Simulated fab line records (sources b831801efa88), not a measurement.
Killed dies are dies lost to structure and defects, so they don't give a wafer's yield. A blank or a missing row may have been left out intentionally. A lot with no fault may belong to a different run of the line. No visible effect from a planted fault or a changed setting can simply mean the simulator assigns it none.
A struck lot beside a sound one / flow sky130 / 17 steps out of a route of 708
Sound: the wafers L228.2, L228.4, L228.5. Struck: wafer L230.6 (L230.1, L230.4, from the same lot, were not struck and are left out); the cause is given at the end.
For every step that has rows: the tool of each side, followed by ch and its chambers, followed by its first start. Under that, the readings that differ: sound wafers / struck wafers / difference of the means / sigmas: that difference in standard deviations of wafers without a fault.
alike: readings with means less than 2 such deviations apart, plus words and numbers identical on both sides. not compared: withheld readings, readings lacking a value on some wafer, bounds such as >300 that could conceal the same value, and numbers that have no deviation in the record and whose values overlap.
A row with sigmas, a row that says differs or no value, or rows on one side alone: a step with any of these is where the two part. When numbers do not overlap yet have no deviation, they are printed without sigmas and do not part them. A reading that every wafer of one side lacks parts them only if that side has two wafers or more.

SKY_VIA1_CMP_02: polishes SiO2.
  sound on cmp-01 ch 0,2,3, day 38 14:10; struck on cmp-01 ch 0, day 39 00:11
  alike: head-pressure-psi, motor-current-A
SKY_VIA1_BOW_MEAS_03:
  sound on film-metro-02, day 38 14:26; struck on film-metro-02, day 39 00:29
  alike: VIA1_BOW
then, 8 steps without rows for these wafers: SKY_VIA1_DEHYDRATE_04 (time 60 s); SKY_VIA1_HMDS_05 (prime time 60 s); SKY_VIA1_COAT_06 (resist thk 60 nm); SKY_VIA1_COAT_07 (resist thk 450 nm); SKY_VIA1_SOFTBAKE_08 (time 90 s); SKY_VIA1_EXPOSE_09 (exposes mask VIM, target cd 150 nm); SKY_VIA1_PEB_10; SKY_VIA1_DEVELOP_11 (develop time 60 s).
SKY_VIA1_CD_MEAS_12: target cd 150 nm.
  sound on cd-sem-02, day 39 16:26; struck on cd-sem-02, day 40 02:10
  alike: cd-nm
SKY_VIA1_OVL_MEAS_13:
  sound on overlay-02, day 39 16:32; struck on overlay-01, day 40 02:17
  alike: VIA1_OVL
SKY_VIA1_ETCH_14: etches BARC in N2/H2, stops on SiO2, time 45.9 s, target depth 60 nm.
  sound on rie-diel-03 ch 1,3, day 39 16:34; struck on rie-diel-03 ch 1, day 40 02:19
reading=model.KrF-thick_of_VIA1_COAT_07.thk-nm (nm); sound=393.7 393.3 393.8; struck=403; difference=+9; sigmas=
reading=model.etch.depth-nm (nm); sound=59.98 60.06 59.97; struck=59.75; difference=-0.25; sigmas=
  alike: drypump-motor-current-A, oes-product-au, throttle-valve-pct
  not compared: rf-hours-counter-h
SKY_VIA1_ETCH_15: etches SiO2 in C4F8/O2/Ar, stops on TiN, target depth 351 nm, time 54 s.
  sound on rie-diel-03 ch 1,3, day 39 16:37; struck on rie-diel-03 ch 1, day 40 02:21
reading=model.KrF-thick_of_VIA1_COAT_07.thk-nm (nm); sound=323.8 322.9 324.1; struck=333.8; difference=+10.2; sigmas=
  alike: oes-product-au
  not compared: rf-hours-counter-h
SKY_VIA1_STRIP_16: strips in O2/N2.
  sound on plasma-asher-02 ch 0,1, day 39 16:40; struck on plasma-asher-03 ch 1, day 40 02:24
reading=drypump-motor-current-A (A); sound=6.4 6.3 6.3; struck=5.3; difference=-1.0; sigmas=-3
reading=strip-time-to-endpoint-s (s); sound=4.479 4.465 4.486; struck=4.576; difference=+0.099; sigmas=+5
  alike: oes-product-au
  not compared: rf-hours-counter-h
then, 1 step without rows for these wafers: SKY_VIA1_STRIP_17 (strips in post etch residue remover, time 1200 s).
-- the record jumps here: 10 days lie between the struck wafers' starts before and after (it left off in module VIA1 and takes up again in module PAD_OPEN, whose first step shown is number 708 of the route) --
SKY_PAD_OPEN_PROBE_99:
  sound on prober-02, day 50 04:29; struck on prober-01, day 50 10:04
reading=killed_at_M4_up; sound=0 8 5; struck=0; difference=-4; sigmas=-2
reading=killed-open; sound=46 37 52; struck=60; difference=+15; sigmas=+2
  alike: defect-limited-yield, killed_at_M0_to_M3, killed-at-contacts, killed-at-front-end, killed-at-other, killed-dies, killed-on-rim, killed-short, sort_bin_3_pad_short, sort_bin_5_function, sort_bin_6_memory, sort-n-pass, sort-yield-pct

## WHERE THEY PART
Last at SKY_PAD_OPEN_PROBE_99 as far as this record goes, first at SKY_VIA1_STRIP_16.

WHY: the cause the simulator had injected
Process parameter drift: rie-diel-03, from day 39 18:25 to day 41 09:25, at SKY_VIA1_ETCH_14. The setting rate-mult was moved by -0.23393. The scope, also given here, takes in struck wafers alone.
